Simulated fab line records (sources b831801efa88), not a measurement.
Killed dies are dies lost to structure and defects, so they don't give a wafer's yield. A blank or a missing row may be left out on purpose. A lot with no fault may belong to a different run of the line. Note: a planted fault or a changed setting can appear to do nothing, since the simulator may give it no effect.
fab line records || flow sky130
[record] {"lots": 15, "wafers": 45, "lastDay": 50}
route steps=708 shown LDD_N@247
lots with no fault: from the same line, run without faults
startH: hours from the record's first day to the start of the lot's first wafer shown || waitH: hours elapsed since this lot's preceding step || " same as the row above || L1.1+2: a row that stands for several wafers || - either no value or no given start || * or withheld: withheld || < > ~ a bound
route shown NAME@n: a module of which the file shows steps, and the number in the route of the first || usual: average and standard deviation across the fault-free wafers || same: alike in all rows || chamber/n: place in a boat || sites: each site's reading || _std_site: the values' standard deviation || _edge_site: the outer-site mean with the inner-site mean subtracted || radiusMm: how far each site lies from the wafer's centre || mask NAME#n: copy n || behind: the most recent tool/chamber to have shaped the wafer || hold: cause of the lot's hold/its duration in hours/its outcome || device: whichever transistor did not switch (one of n, p or np) || end of line: at the end of the route, the tests of the same wafers || a step with no rows: only its recipe || killed: at the first sort, the dies lost to defects and structure; wafer yield is something else || map: per-die view of a wafer (x killed, . not killed, _ where there is no die)
set.NAME: the setting the step ran with; set.NAME@STEP: the setting that earlier step ran with || model.NAME: the simulator's own value behind a step, which no gauge read
route steps across a sampled set of lots; one table per step, one row per wafer
services: when a tool's chamber went out of use (startH, in hours from the record's first day, below 0 if earlier), for how many hours, and the reason
[[steps]]
[step SKY_LDD_N_IMPLANT_10]
[recipe] {"species": "As", "energyKev": 20, "doseCm2": 7.5e+13, "tiltDeg": "withheld", "rotationDeg": 203}
[usual] {"beamEnergyKeV": "20.001/0.0063", "beamOnS": "9.99/0.19"}
{"lot.wafer": "L554.4", "tool": "implanter-01", "chamber": 0, "startH": 400.01, "waitH": 0.1, "beamEnergyKeV": 20.009, "beamOnS": 10.02}
{"lot.wafer": "L554.5", "tool": "implanter-01", "chamber": 0, "startH": 400.01, "waitH": 0.1, "beamEnergyKeV": 20.006, "beamOnS": 10.24}
{"lot.wafer": "L554.6", "tool": "implanter-01", "chamber": 0, "startH": 400.01, "waitH": 0.1, "beamEnergyKeV": 20.003, "beamOnS": 10.27}
{"lot.wafer": "L556.1", "tool": "implanter-01", "chamber": 0, "startH": 412.55, "waitH": 0.1, "beamEnergyKeV": 19.992, "beamOnS": 10.06}
{"lot.wafer": "L556.5", "tool": "implanter-01", "chamber": 0, "startH": 412.55, "waitH": 0.1, "beamEnergyKeV": 19.997, "beamOnS": 9.88}
{"lot.wafer": "L556.6", "tool": "implanter-01", "chamber": 0, "startH": 412.55, "waitH": 0.1, "beamEnergyKeV": 19.995, "beamOnS": 9.89}
{"lot.wafer": "L558.2", "tool": "implanter-03", "chamber": 0, "startH": 434.56, "waitH": 0.1, "beamEnergyKeV": 20.014, "beamOnS": 9.96}
{"lot.wafer": "L558.4", "tool": "implanter-03", "chamber": 0, "startH": 434.56, "waitH": 0.1, "beamEnergyKeV": 20.018, "beamOnS": 9.83}
{"lot.wafer": "L558.5", "tool": "implanter-03", "chamber": 0, "startH": 434.56, "waitH": 0.1, "beamEnergyKeV": 19.997, "beamOnS": 9.92}
{"lot.wafer": "L559.2", "tool": "implanter-02", "chamber": 0, "startH": 455.93, "waitH": 0.1, "beamEnergyKeV": 20.000, "beamOnS": 9.58}
{"lot.wafer": "L559.4", "tool": "implanter-02", "chamber": 0, "startH": 455.93, "waitH": 0.1, "beamEnergyKeV": 20.007, "beamOnS": 10.00}
{"lot.wafer": "L559.5", "tool": "implanter-02", "chamber": 0, "startH": 455.93, "waitH": 0.1, "beamEnergyKeV": 19.995, "beamOnS": 10.26}
{"lot.wafer": "L560.1", "tool": "implanter-03", "chamber": "-", "startH": 458.68, "waitH": 0.1, "beamEnergyKeV": "-", "beamOnS": "-"}
{"lot.wafer": "L560.3", "tool": "implanter-03", "chamber": "-", "startH": 458.68, "waitH": 0.1, "beamEnergyKeV": "-", "beamOnS": "-"}
{"lot.wafer": "L560.5", "tool": "implanter-03", "chamber": "-", "startH": 458.68, "waitH": 0.1, "beamEnergyKeV": "-", "beamOnS": "-"}
{"lot.wafer": "L561.2", "tool": "implanter-03", "chamber": "-", "startH": 464.38, "waitH": 0.1, "beamEnergyKeV": "-", "beamOnS": "-"}
{"lot.wafer": "L561.3", "tool": "implanter-03", "chamber": "-", "startH": 464.38, "waitH": 0.1, "beamEnergyKeV": "-", "beamOnS": "-"}
{"lot.wafer": "L561.4", "tool": "implanter-03", "chamber": "-", "startH": 464.38, "waitH": 0.1, "beamEnergyKeV": "-", "beamOnS": "-"}
{"lot.wafer": "L562.3", "tool": "implanter-01", "chamber": "-", "startH": 471.61, "waitH": 0.1, "beamEnergyKeV": "-", "beamOnS": "-"}
{"lot.wafer": "L562.4", "tool": "implanter-01", "chamber": "-", "startH": 471.61, "waitH": 0.1, "beamEnergyKeV": "-", "beamOnS": "-"}
{"lot.wafer": "L562.6", "tool": "implanter-01", "chamber": "-", "startH": 471.61, "waitH": 0.1, "beamEnergyKeV": "-", "beamOnS": "-"}
{"lot.wafer": "L565.2", "tool": "implanter-03", "chamber": 0, "startH": 501.06, "waitH": 0.1, "beamEnergyKeV": 19.993, "beamOnS": 9.83}
{"lot.wafer": "L565.3", "tool": "implanter-03", "chamber": 0, "startH": 501.06, "waitH": 0.1, "beamEnergyKeV": 20.002, "beamOnS": 9.79}
{"lot.wafer": "L565.4", "tool": "implanter-03", "chamber": 0, "startH": 501.06, "waitH": 0.1, "beamEnergyKeV": 19.998, "beamOnS": 10.13}
{"lot.wafer": "L568.1", "tool": "implanter-02", "chamber": 0, "startH": 525.03, "waitH": 0.1, "beamEnergyKeV": 19.996, "beamOnS": 9.88}
{"lot.wafer": "L568.5", "tool": "implanter-02", "chamber": 0, "startH": 525.03, "waitH": 0.1, "beamEnergyKeV": 19.995, "beamOnS": 9.86}
{"lot.wafer": "L568.6", "tool": "implanter-02", "chamber": 0, "startH": 525.03, "waitH": 0.1, "beamEnergyKeV": 19.997, "beamOnS": 9.92}
{"lot.wafer": "L570.1", "tool": "implanter-03", "chamber": 0, "startH": 547.08, "waitH": 0.1, "beamEnergyKeV": 20.005, "beamOnS": 9.85}
{"lot.wafer": "L570.2", "tool": "implanter-03", "chamber": 0, "startH": 547.08, "waitH": 0.1, "beamEnergyKeV": 20.004, "beamOnS": 10.04}
{"lot.wafer": "L570.5", "tool": "implanter-03", "chamber": 0, "startH": 547.08, "waitH": 0.1, "beamEnergyKeV": 20.015, "beamOnS": 9.78}
{"lot.wafer": "L571.1", "tool": "implanter-01", "chamber": 0, "startH": 555.11, "waitH": 0.1, "beamEnergyKeV": 20.002, "beamOnS": 9.65}
{"lot.wafer": "L571.4", "tool": "implanter-01", "chamber": 0, "startH": 555.11, "waitH": 0.1, "beamEnergyKeV": 20.002, "beamOnS": 9.90}
{"lot.wafer": "L571.6", "tool": "implanter-01", "chamber": 0, "startH": 555.11, "waitH": 0.1, "beamEnergyKeV": 20.004, "beamOnS": 10.21}
{"lot.wafer": "L574.1", "tool": "implanter-01", "chamber": 0, "startH": 579.66, "waitH": 0.1, "beamEnergyKeV": 20.005, "beamOnS": 9.85}
{"lot.wafer": "L574.3", "tool": "implanter-01", "chamber": 0, "startH": 579.66, "waitH": 0.1, "beamEnergyKeV": 20.003, "beamOnS": 9.84}
{"lot.wafer": "L574.4", "tool": "implanter-01", "chamber": 0, "startH": 579.66, "waitH": 0.1, "beamEnergyKeV": 20.010, "beamOnS": 10.16}
{"lot.wafer": "L575.4", "tool": "implanter-02", "chamber": 0, "startH": 586.88, "waitH": 0.1, "beamEnergyKeV": 19.996, "beamOnS": 9.89}
{"lot.wafer": "L575.5", "tool": "implanter-02", "chamber": 0, "startH": 586.88, "waitH": 0.1, "beamEnergyKeV": 19.992, "beamOnS": 9.83}
{"lot.wafer": "L575.6", "tool": "implanter-02", "chamber": 0, "startH": 586.88, "waitH": 0.1, "beamEnergyKeV": 20.006, "beamOnS": 9.57}
{"lot.wafer": "L576.1", "tool": "implanter-01", "chamber": 0, "startH": 595.48, "waitH": 0.1, "beamEnergyKeV": 20.002, "beamOnS": 10.05}
{"lot.wafer": "L576.4", "tool": "implanter-01", "chamber": 0, "startH": 595.48, "waitH": 0.1, "beamEnergyKeV": 20.005, "beamOnS": 10.16}
{"lot.wafer": "L576.6", "tool": "implanter-01", "chamber": 0, "startH": 595.48, "waitH": 0.1, "beamEnergyKeV": 20.009, "beamOnS": 9.80}
{"lot.wafer": "L577.1", "tool": "implanter-01", "chamber": 0, "startH": 599.56, "waitH": 0.1, "beamEnergyKeV": 20.014, "beamOnS": 10.18}
{"lot.wafer": "L577.4", "tool": "implanter-01", "chamber": 0, "startH": 599.56, "waitH": 0.1, "beamEnergyKeV": 20.005, "beamOnS": 9.92}
{"lot.wafer": "L577.6", "tool": "implanter-01", "chamber": 0, "startH": 599.56, "waitH": 0.1, "beamEnergyKeV": 19.994, "beamOnS": 10.17}
[step SKY_LDD_N_STRIP_16]
[recipe] {"chemistry": "O2/N2", "powerW": 1400, "pressureMtorr": 1500, "platenTempC": "withheld", "o2FlowSccm": 3000, "n2FlowSccm": 300, "overashFraction": 0.5}
[usual] {"drypumpMotorCurrentA": "5.7/0.58", "oesProductAu": "0.407/0.0047", "stripTimeToEndpointS": "4.317/0.013"}
{"lot.wafer": "L554.4", "tool": "plasmaAsher-02", "chamber": 0, "startH": 400.87, "waitH": 0.1, "drypumpMotorCurrentA": 5.6, "oesProductAu": 0.409, "rfHoursCounterH": "-", "stripTimeToEndpointS": 4.300}
{"lot.wafer": "L554.5", "tool": "plasmaAsher-02", "chamber": 0, "startH": 400.87, "waitH": 0.1, "drypumpMotorCurrentA": 5.6, "oesProductAu": 0.412, "rfHoursCounterH": "-", "stripTimeToEndpointS": 4.285}
{"lot.wafer": "L554.6", "tool": "plasmaAsher-02", "chamber": 1, "startH": 400.87, "waitH": 0.1, "drypumpMotorCurrentA": 5.4, "oesProductAu": 0.407, "rfHoursCounterH": "-", "stripTimeToEndpointS": 4.316}
{"lot.wafer": "L556.1", "tool": "plasmaAsher-03", "chamber": 1, "startH": 413.45, "waitH": 0.1, "drypumpMotorCurrentA": 5.9, "oesProductAu": 0.405, "rfHoursCounterH": 27, "stripTimeToEndpointS": 4.332}
{"lot.wafer": "L556.5", "tool": "plasmaAsher-03", "chamber": 1, "startH": 413.45, "waitH": 0.1, "drypumpMotorCurrentA": 5.9, "oesProductAu": 0.410, "rfHoursCounterH": "-", "stripTimeToEndpointS": 4.335}
{"lot.wafer": "L556.6", "tool": "plasmaAsher-03", "chamber": 0, "startH": 413.45, "waitH": 0.1, "drypumpMotorCurrentA": 6.7, "oesProductAu": 0.398, "rfHoursCounterH": "-", "stripTimeToEndpointS": 4.348}
{"lot.wafer": "L558.2", "tool": "plasmaAsher-03", "chamber": 1, "startH": 435.43, "waitH": 0.1, "drypumpMotorCurrentA": 5.9, "oesProductAu": 0.399, "rfHoursCounterH": 30, "stripTimeToEndpointS": 4.298}
{"lot.wafer": "L558.4", "tool": "plasmaAsher-03", "chamber": 1, "startH": 435.43, "waitH": 0.1, "drypumpMotorCurrentA": 5.9, "oesProductAu": 0.409, "rfHoursCounterH": "-", "stripTimeToEndpointS": 4.304}
{"lot.wafer": "L558.5", "tool": "plasmaAsher-03", "chamber": 0, "startH": 435.43, "waitH": 0.1, "drypumpMotorCurrentA": 6.7, "oesProductAu": 0.408, "rfHoursCounterH": "-", "stripTimeToEndpointS": 4.314}
{"lot.wafer": "L559.2", "tool": "plasmaAsher-03", "chamber": 1, "startH": 456.80, "waitH": 0.1, "drypumpMotorCurrentA": 5.9, "oesProductAu": 0.408, "rfHoursCounterH": 32, "stripTimeToEndpointS": 4.324}
{"lot.wafer": "L559.4", "tool": "plasmaAsher-03", "chamber": 1, "startH": 456.80, "waitH": 0.1, "drypumpMotorCurrentA": 5.9, "oesProductAu": 0.407, "rfHoursCounterH": "-", "stripTimeToEndpointS": 4.328}
{"lot.wafer": "L559.5", "tool": "plasmaAsher-03", "chamber": 1, "startH": 456.80, "waitH": 0.1, "drypumpMotorCurrentA": 5.9, "oesProductAu": 0.401, "rfHoursCounterH": "-", "stripTimeToEndpointS": 4.311}
{"lot.wafer": "L560.1", "tool": "plasmaAsher-03", "chamber": 0, "startH": 459.58, "waitH": 0.1, "drypumpMotorCurrentA": 6.7, "oesProductAu": 0.409, "rfHoursCounterH": 32, "stripTimeToEndpointS": 4.155}
{"lot.wafer": "L560.3", "tool": "plasmaAsher-03", "chamber": 0, "startH": 459.58, "waitH": 0.1, "drypumpMotorCurrentA": 6.7, "oesProductAu": 0.411, "rfHoursCounterH": "-", "stripTimeToEndpointS": 4.148}
{"lot.wafer": "L560.5", "tool": "plasmaAsher-03", "chamber": 1, "startH": 459.58, "waitH": 0.1, "drypumpMotorCurrentA": 5.9, "oesProductAu": 0.407, "rfHoursCounterH": "-", "stripTimeToEndpointS": 4.162}
{"lot.wafer": "L561.2", "tool": "plasmaAsher-04", "chamber": 1, "startH": 465.25, "waitH": 0.1, "drypumpMotorCurrentA": 5.3, "oesProductAu": 0.407, "rfHoursCounterH": 63, "stripTimeToEndpointS": 4.176}
{"lot.wafer": "L561.3", "tool": "plasmaAsher-04", "chamber": 0, "startH": 465.25, "waitH": 0.1, "drypumpMotorCurrentA": 5.0, "oesProductAu": 0.412, "rfHoursCounterH": "-", "stripTimeToEndpointS": 4.175}
{"lot.wafer": "L561.4", "tool": "plasmaAsher-04", "chamber": 1, "startH": 465.25, "waitH": 0.1, "drypumpMotorCurrentA": 5.3, "oesProductAu": 0.407, "rfHoursCounterH": "-", "stripTimeToEndpointS": 4.179}
{"lot.wafer": "L562.3", "tool": "plasmaAsher-04", "chamber": 1, "startH": 472.49, "waitH": 0.1, "drypumpMotorCurrentA": 5.3, "oesProductAu": 0.410, "rfHoursCounterH": "-", "stripTimeToEndpointS": 4.121}
{"lot.wafer": "L562.4", "tool": "plasmaAsher-04", "chamber": 0, "startH": 472.49, "waitH": 0.1, "drypumpMotorCurrentA": 5.0, "oesProductAu": 0.415, "rfHoursCounterH": "-", "stripTimeToEndpointS": 4.149}
{"lot.wafer": "L562.6", "tool": "plasmaAsher-04", "chamber": 0, "startH": 472.49, "waitH": 0.1, "drypumpMotorCurrentA": 5.0, "oesProductAu": 0.408, "rfHoursCounterH": "-", "stripTimeToEndpointS": 4.139}
{"lot.wafer": "L565.2", "tool": "plasmaAsher-04", "chamber": 1, "startH": 501.93, "waitH": 0.1, "drypumpMotorCurrentA": 5.3, "oesProductAu": 0.409, "rfHoursCounterH": 67, "stripTimeToEndpointS": 4.325}
{"lot.wafer": "L565.3", "tool": "plasmaAsher-04", "chamber": 1, "startH": 501.93, "waitH": 0.1, "drypumpMotorCurrentA": 5.3, "oesProductAu": 0.402, "rfHoursCounterH": "-", "stripTimeToEndpointS": 4.314}
{"lot.wafer": "L565.4", "tool": "plasmaAsher-04", "chamber": 0, "startH": 501.93, "waitH": 0.1, "drypumpMotorCurrentA": 4.9, "oesProductAu": 0.404, "rfHoursCounterH": "-", "stripTimeToEndpointS": 4.305}
{"lot.wafer": "L568.1", "tool": "plasmaAsher-02", "chamber": 1, "startH": 525.93, "waitH": 0.1, "drypumpMotorCurrentA": 5.4, "oesProductAu": 0.412, "rfHoursCounterH": 86, "stripTimeToEndpointS": 4.300}
{"lot.wafer": "L568.5", "tool": "plasmaAsher-02", "chamber": 1, "startH": 525.93, "waitH": 0.1, "drypumpMotorCurrentA": 5.4, "oesProductAu": 0.406, "rfHoursCounterH": "-", "stripTimeToEndpointS": 4.292}
{"lot.wafer": "L568.6", "tool": "plasmaAsher-02", "chamber": 0, "startH": 525.93, "waitH": 0.1, "drypumpMotorCurrentA": 5.6, "oesProductAu": 0.400, "rfHoursCounterH": "-", "stripTimeToEndpointS": 4.313}
{"lot.wafer": "L570.1", "tool": "plasmaAsher-02", "chamber": 0, "startH": 547.98, "waitH": 0.1, "drypumpMotorCurrentA": 5.6, "oesProductAu": 0.411, "rfHoursCounterH": 89, "stripTimeToEndpointS": 4.329}
{"lot.wafer": "L570.2", "tool": "plasmaAsher-02", "chamber": 1, "startH": 547.98, "waitH": 0.1, "drypumpMotorCurrentA": 5.4, "oesProductAu": 0.407, "rfHoursCounterH": 89, "stripTimeToEndpointS": 4.316}
{"lot.wafer": "L570.5", "tool": "plasmaAsher-02", "chamber": 1, "startH": 547.98, "waitH": 0.1, "drypumpMotorCurrentA": 5.4, "oesProductAu": 0.411, "rfHoursCounterH": "-", "stripTimeToEndpointS": 4.303}
{"lot.wafer": "L571.1", "tool": "plasmaAsher-04", "chamber": 1, "startH": 556.01, "waitH": 0.1, "drypumpMotorCurrentA": 5.3, "oesProductAu": 0.408, "rfHoursCounterH": 73, "stripTimeToEndpointS": 4.312}
{"lot.wafer": "L571.4", "tool": "plasmaAsher-04", "chamber": 1, "startH": 556.01, "waitH": 0.1, "drypumpMotorCurrentA": 5.3, "oesProductAu": 0.410, "rfHoursCounterH": "-", "stripTimeToEndpointS": 4.320}
{"lot.wafer": "L571.6", "tool": "plasmaAsher-04", "chamber": 0, "startH": 556.01, "waitH": 0.1, "drypumpMotorCurrentA": 4.9, "oesProductAu": 0.407, "rfHoursCounterH": "-", "stripTimeToEndpointS": 4.324}
{"lot.wafer": "L574.1", "tool": "plasmaAsher-02", "chamber": 1, "startH": 580.56, "waitH": 0.1, "drypumpMotorCurrentA": 5.4, "oesProductAu": 0.404, "rfHoursCounterH": 92, "stripTimeToEndpointS": 4.310}
{"lot.wafer": "L574.3", "tool": "plasmaAsher-02", "chamber": 1, "startH": 580.56, "waitH": 0.1, "drypumpMotorCurrentA": 5.4, "oesProductAu": 0.409, "rfHoursCounterH": "-", "stripTimeToEndpointS": 4.327}
{"lot.wafer": "L574.4", "tool": "plasmaAsher-02", "chamber": 0, "startH": 580.56, "waitH": 0.1, "drypumpMotorCurrentA": 5.6, "oesProductAu": 0.411, "rfHoursCounterH": "-", "stripTimeToEndpointS": 4.309}
{"lot.wafer": "L575.4", "tool": "plasmaAsher-03", "chamber": 0, "startH": 587.74, "waitH": 0.1, "drypumpMotorCurrentA": 6.7, "oesProductAu": 0.408, "rfHoursCounterH": "-", "stripTimeToEndpointS": 4.328}
{"lot.wafer": "L575.5", "tool": "plasmaAsher-03", "chamber": 1, "startH": 587.74, "waitH": 0.1, "drypumpMotorCurrentA": 5.9, "oesProductAu": 0.401, "rfHoursCounterH": "-", "stripTimeToEndpointS": 4.307}
{"lot.wafer": "L575.6", "tool": "plasmaAsher-03", "chamber": 0, "startH": 587.74, "waitH": 0.1, "drypumpMotorCurrentA": 6.7, "oesProductAu": 0.398, "rfHoursCounterH": "-", "stripTimeToEndpointS": 4.329}
{"lot.wafer": "L576.1", "tool": "plasmaAsher-03", "chamber": 1, "startH": 596.38, "waitH": 0.1, "drypumpMotorCurrentA": 5.9, "oesProductAu": 0.404, "rfHoursCounterH": 43, "stripTimeToEndpointS": 4.320}
{"lot.wafer": "L576.4", "tool": "plasmaAsher-03", "chamber": 0, "startH": 596.38, "waitH": 0.1, "drypumpMotorCurrentA": 6.7, "oesProductAu": 0.409, "rfHoursCounterH": "-", "stripTimeToEndpointS": 4.312}
{"lot.wafer": "L576.6", "tool": "plasmaAsher-03", "chamber": 1, "startH": 596.38, "waitH": 0.1, "drypumpMotorCurrentA": 5.9, "oesProductAu": 0.409, "rfHoursCounterH": "-", "stripTimeToEndpointS": 4.323}
{"lot.wafer": "L577.1", "tool": "plasmaAsher-02", "chamber": 1, "startH": 600.46, "waitH": 0.1, "drypumpMotorCurrentA": 5.4, "oesProductAu": 0.409, "rfHoursCounterH": 94, "stripTimeToEndpointS": 4.332}
{"lot.wafer": "L577.4", "tool": "plasmaAsher-02", "chamber": 1, "startH": 600.46, "waitH": 0.1, "drypumpMotorCurrentA": 5.4, "oesProductAu": 0.409, "rfHoursCounterH": "-", "stripTimeToEndpointS": 4.305}
{"lot.wafer": "L577.6", "tool": "plasmaAsher-02", "chamber": 0, "startH": 600.46, "waitH": 0.1, "drypumpMotorCurrentA": 5.6, "oesProductAu": 0.406, "rfHoursCounterH": "-", "stripTimeToEndpointS": 4.306}
[step SKY_LDD_N_TW_MEAS_17]
[usual] {"LDD_N_TW": "2596/29"}
{"lot.wafer": "L554.4", "tool": "filmMetro-01", "chamber": "-", "startH": 400.96, "waitH": 0.1, "LDD_N_TW": 2637}
{"lot.wafer": "L554.5", "tool": "filmMetro-01", "chamber": "-", "startH": 400.96, "waitH": 0.1, "LDD_N_TW": 2634}
{"lot.wafer": "L554.6", "tool": "filmMetro-01", "chamber": "-", "startH": 400.96, "waitH": 0.1, "LDD_N_TW": 2636}
{"lot.wafer": "L556.1", "tool": "filmMetro-01", "chamber": "-", "startH": 413.55, "waitH": 0.1, "LDD_N_TW": 2620}
{"lot.wafer": "L556.5", "tool": "filmMetro-01", "chamber": "-", "startH": 413.55, "waitH": 0.1, "LDD_N_TW": 2613}
{"lot.wafer": "L556.6", "tool": "filmMetro-01", "chamber": "-", "startH": 413.55, "waitH": 0.1, "LDD_N_TW": 2632}
{"lot.wafer": "L558.2", "tool": "filmMetro-01", "chamber": "-", "startH": 435.54, "waitH": 0.1, "LDD_N_TW": 2609}
{"lot.wafer": "L558.4", "tool": "filmMetro-01", "chamber": "-", "startH": 435.54, "waitH": 0.1, "LDD_N_TW": 2611}
{"lot.wafer": "L558.5", "tool": "filmMetro-01", "chamber": "-", "startH": 435.54, "waitH": 0.1, "LDD_N_TW": 2613}
{"lot.wafer": "L559.2", "tool": "filmMetro-01", "chamber": "-", "startH": 456.91, "waitH": 0.1, "LDD_N_TW": 2633}
{"lot.wafer": "L559.4", "tool": "filmMetro-01", "chamber": "-", "startH": 456.91, "waitH": 0.1, "LDD_N_TW": 2627}
{"lot.wafer": "L559.5", "tool": "filmMetro-01", "chamber": "-", "startH": 456.91, "waitH": 0.1, "LDD_N_TW": 2634}
{"lot.wafer": "L560.1", "tool": "filmMetro-04", "chamber": "-", "startH": 459.68, "waitH": 0.1, "LDD_N_TW": 2401}
{"lot.wafer": "L560.3", "tool": "filmMetro-04", "chamber": "-", "startH": 459.68, "waitH": 0.1, "LDD_N_TW": 2400}
{"lot.wafer": "L560.5", "tool": "filmMetro-04", "chamber": "-", "startH": 459.68, "waitH": 0.1, "LDD_N_TW": 2396}
{"lot.wafer": "L561.2", "tool": "filmMetro-01", "chamber": "-", "startH": 465.36, "waitH": 0.1, "LDD_N_TW": 2493}
{"lot.wafer": "L561.3", "tool": "filmMetro-01", "chamber": "-", "startH": 465.36, "waitH": 0.1, "LDD_N_TW": 2471}
{"lot.wafer": "L561.4", "tool": "filmMetro-01", "chamber": "-", "startH": 465.36, "waitH": 0.1, "LDD_N_TW": 2491}
{"lot.wafer": "L562.3", "tool": "filmMetro-02", "chamber": "-", "startH": 472.58, "waitH": 0.1, "LDD_N_TW": 2440}
{"lot.wafer": "L562.4", "tool": "filmMetro-02", "chamber": "-", "startH": 472.58, "waitH": 0.1, "LDD_N_TW": 2448}
{"lot.wafer": "L562.6", "tool": "filmMetro-02", "chamber": "-", "startH": 472.58, "waitH": 0.1, "LDD_N_TW": 2453}
{"lot.wafer": "L565.2", "tool": "filmMetro-04", "chamber": "-", "startH": 502.04, "waitH": 0.1, "LDD_N_TW": 2561}
{"lot.wafer": "L565.3", "tool": "filmMetro-04", "chamber": "-", "startH": 502.04, "waitH": 0.1, "LDD_N_TW": 2567}
{"lot.wafer": "L565.4", "tool": "filmMetro-04", "chamber": "-", "startH": 502.04, "waitH": 0.1, "LDD_N_TW": 2550}
{"lot.wafer": "L568.1", "tool": "filmMetro-02", "chamber": "-", "startH": 526.03, "waitH": 0.1, "LDD_N_TW": 2611}
{"lot.wafer": "L568.5", "tool": "filmMetro-02", "chamber": "-", "startH": 526.03, "waitH": 0.1, "LDD_N_TW": 2602}
{"lot.wafer": "L568.6", "tool": "filmMetro-02", "chamber": "-", "startH": 526.03, "waitH": 0.1, "LDD_N_TW": 2613}
{"lot.wafer": "L570.1", "tool": "filmMetro-04", "chamber": "-", "startH": 548.08, "waitH": 0.1, "LDD_N_TW": 2547}
{"lot.wafer": "L570.2", "tool": "filmMetro-04", "chamber": "-", "startH": 548.08, "waitH": 0.1, "LDD_N_TW": 2548}
{"lot.wafer": "L570.5", "tool": "filmMetro-04", "chamber": "-", "startH": 548.08, "waitH": 0.1, "LDD_N_TW": 2545}
{"lot.wafer": "L571.1", "tool": "filmMetro-02", "chamber": "-", "startH": 556.11, "waitH": 0.1, "LDD_N_TW": 2602}
{"lot.wafer": "L571.4", "tool": "filmMetro-02", "chamber": "-", "startH": 556.11, "waitH": 0.1, "LDD_N_TW": 2619}
{"lot.wafer": "L571.6", "tool": "filmMetro-02", "chamber": "-", "startH": 556.11, "waitH": 0.1, "LDD_N_TW": 2613}
{"lot.wafer": "L574.1", "tool": "filmMetro-01", "chamber": "-", "startH": 580.66, "waitH": 0.1, "LDD_N_TW": 2619}
{"lot.wafer": "L574.3", "tool": "filmMetro-01", "chamber": "-", "startH": 580.66, "waitH": 0.1, "LDD_N_TW": 2624}
{"lot.wafer": "L574.4", "tool": "filmMetro-01", "chamber": "-", "startH": 580.66, "waitH": 0.1, "LDD_N_TW": 2615}
{"lot.wafer": "L575.4", "tool": "filmMetro-02", "chamber": "-", "startH": 587.84, "waitH": 0.1, "LDD_N_TW": 2602}
{"lot.wafer": "L575.5", "tool": "filmMetro-02", "chamber": "-", "startH": 587.84, "waitH": 0.1, "LDD_N_TW": 2614}
{"lot.wafer": "L575.6", "tool": "filmMetro-02", "chamber": "-", "startH": 587.84, "waitH": 0.1, "LDD_N_TW": 2610}
{"lot.wafer": "L576.1", "tool": "filmMetro-02", "chamber": "-", "startH": 596.48, "waitH": 0.1, "LDD_N_TW": 2590}
{"lot.wafer": "L576.4", "tool": "filmMetro-02", "chamber": "-", "startH": 596.48, "waitH": 0.1, "LDD_N_TW": 2620}
{"lot.wafer": "L576.6", "tool": "filmMetro-02", "chamber": "-", "startH": 596.48, "waitH": 0.1, "LDD_N_TW": 2582}
{"lot.wafer": "L577.1", "tool": "filmMetro-04", "chamber": "-", "startH": 600.56, "waitH": 0.1, "LDD_N_TW": 2554}
{"lot.wafer": "L577.4", "tool": "filmMetro-04", "chamber": "-", "startH": 600.56, "waitH": 0.1, "LDD_N_TW": 2548}
{"lot.wafer": "L577.6", "tool": "filmMetro-04", "chamber": "-", "startH": 600.56, "waitH": 0.1, "LDD_N_TW": 2545}
[[services]]
{"tool": "implanter-03", "chamber": "-", "startH": 379.56, "hours": 5.7, "kind": "repair"}
{"tool": "implanter-03", "chamber": "-", "startH": 405.34, "hours": 4.0, "kind": "repair"}
{"tool": "plasmaAsher-04", "chamber": "-", "startH": 429.90, "hours": 0.6, "kind": "repair"}
{"tool": "implanter-03", "chamber": "-", "startH": 454.91, "hours": 2.4, "kind": "repair"}
{"tool": "implanter-03", "chamber": "-", "startH": 468.23, "hours": 0.7, "kind": "repair"}
{"tool": "plasmaAsher-03", "chamber": "-", "startH": 478.63, "hours": 11.4, "kind": "repair"}
{"tool": "plasmaAsher-03", "chamber": "-", "startH": 491.73, "hours": 2.8, "kind": "pm"}
{"tool": "plasmaAsher-02", "chamber": "-", "startH": 513.52, "hours": 2.8, "kind": "pm"}
{"tool": "implanter-02", "chamber": "-", "startH": 551.21, "hours": 1.6, "kind": "repair"}
{"tool": "plasmaAsher-03", "chamber": "-", "startH": 553.36, "hours": 14.6, "kind": "pm"}
{"tool": "plasmaAsher-02", "chamber": "-", "startH": 563.16, "hours": 2.7, "kind": "repair"}
{"tool": "implanter-03", "chamber": "-", "startH": 570.89, "hours": 3.9, "kind": "repair"}
{"tool": "plasmaAsher-04", "chamber": "-", "startH": 584.14, "hours": 2.7, "kind": "repair"}
[[key]]
[firstSign] {"step": "SKY_LDD_N_IMPLANT_10", "reading": "toolRecord", "direction": "missing"}
[effect] {"step": "SKY_LDD_N_STRIP_16", "reading": "stripTimeToEndpointS", "direction": "down", "sigmas": 12, "usual": "*", "struck": "*"}
[effect] {"step": "SKY_LDD_N_TW_MEAS_17", "reading": "LDD_N_TW", "direction": "down", "sigmas": 5.3, "usual": 2596, "struck": 2444}
metAt SKY_LDD_N_IMPLANT_10
struckLots L560,L561,L562
laterRowsLeftOut L560.1,L560.3,L560.5,L561.2,L561.3,L561.4,L562.3,L562.4,L562.6
sortLeftOut L560.1,L560.3,L560.5,L561.2,L561.3,L561.4,L562.3,L562.4,L562.6
testerLeftOut L560,L561,L562
onsetBetween 434.56 458.68
[fault] {"kind": "skippedStepWhole", "tool": "implanter-01,implanter-03", "chamber": "-", "onsetH": 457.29, "steps": "SKY_LDD_N_IMPLANT_10", "scope": "struckLotsOnly"}
// testerLeftOut: of these lots the tester's yield and bins aren't shown, on N5 and GAA mostly nor the transistor test; their killed dies are dies lost to structure and defects alone, not to doping, threshold or leakage, so they don't give the yield
// sortLeftOut: the simulated sort isn't trusted on such a fault, so these wafers' sort isn't shown, and their yield isn't known
// laterRowsLeftOut: the simulator's readings of these wafers behind a module that went badly wrong aren't trusted and aren't shown, but for the sort
